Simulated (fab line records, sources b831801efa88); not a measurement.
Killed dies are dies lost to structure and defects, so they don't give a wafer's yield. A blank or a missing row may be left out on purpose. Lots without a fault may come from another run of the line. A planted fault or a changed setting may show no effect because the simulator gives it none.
Chamber matching | flow gf180mcu | GF_MIM_CVD_05 on pecvd-03: 3 sister chambers
The step deposits Si3N4, target thk 42 nm, time 29.086 s. 6 wafers are shown with their chamber, then 12 later ones without.

WAFERS WITH THEIR CHAMBER
wafer  | chamber | heater_power_w (W) | susceptor_temp_C (C)
L082.2 | 2       | 475                | 384.89
L083.2 | 0       | 543                | 384.91
L083.5 | 2       | 504                | 385.04
L087.1 | 1       | 474                | 384.70
L087.5 | 1       | 494                | 385.02
L087.6 | 0       | 573                | 385.01

WAFERS WITHOUT THEIR CHAMBER
wafer  | heater_power_w (W) | susceptor_temp_C (C)
L089.3 | 503                | 384.79
L089.4 | 495                | 384.84
L089.6 | 524                | 385.04
L092.2 | 557                | 384.74
L092.3 | 540                | 385.35
L092.4 | 561                | 384.86
L094.1 | 531                | 384.62
L094.5 | 427                | 385.12
L094.6 | 547                | 384.94
L096.3 | 516                | 384.74
L096.4 | 428                | 385.31
L096.5 | 546                | 385.27

WHICH CHAMBER EACH WENT THROUGH
wafer  | from the rows above          | in truth
L089.3 | can't be placed: 1 or 2      | 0
L089.4 | can't be placed: 1 or 2      | 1
L089.6 | can't be placed: 0 or 2 or 1 | 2
L092.2 | 0                            | 0
L092.3 | can't be placed: 0 or 2 or 1 | 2
L092.4 | 0                            | 0
L094.1 | can't be placed: 0 or 1 or 2 | 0
L094.5 | can't be placed: 2 or 1      | 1
L094.6 | 0                            | 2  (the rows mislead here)
L096.3 | can't be placed: 1 or 2 or 0 | 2
L096.4 | can't be placed: 2 or 1      | 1
L096.5 | can't be placed: 0 or 2      | 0
Placed correctly: 2 of 12. Can't be placed from these rows: 9 (the true chamber is among the candidates in 8). Placed wrongly: 1.
How it was worked out, from the rows above alone: a wafer's distance from a chamber is the root of the sum, over the readings, of the square of ((its reading less the chamber's mean) divided by the reading's scatter). The wafer belongs to the nearest chamber; if the next one is less than 2 further off, it can't be placed. A chamber's mean is the mean of its shown wafers. The scatter: the root of (the sum of the squares of (reading less its chamber's mean) over the shown wafers, divided by (wafers less chambers)).
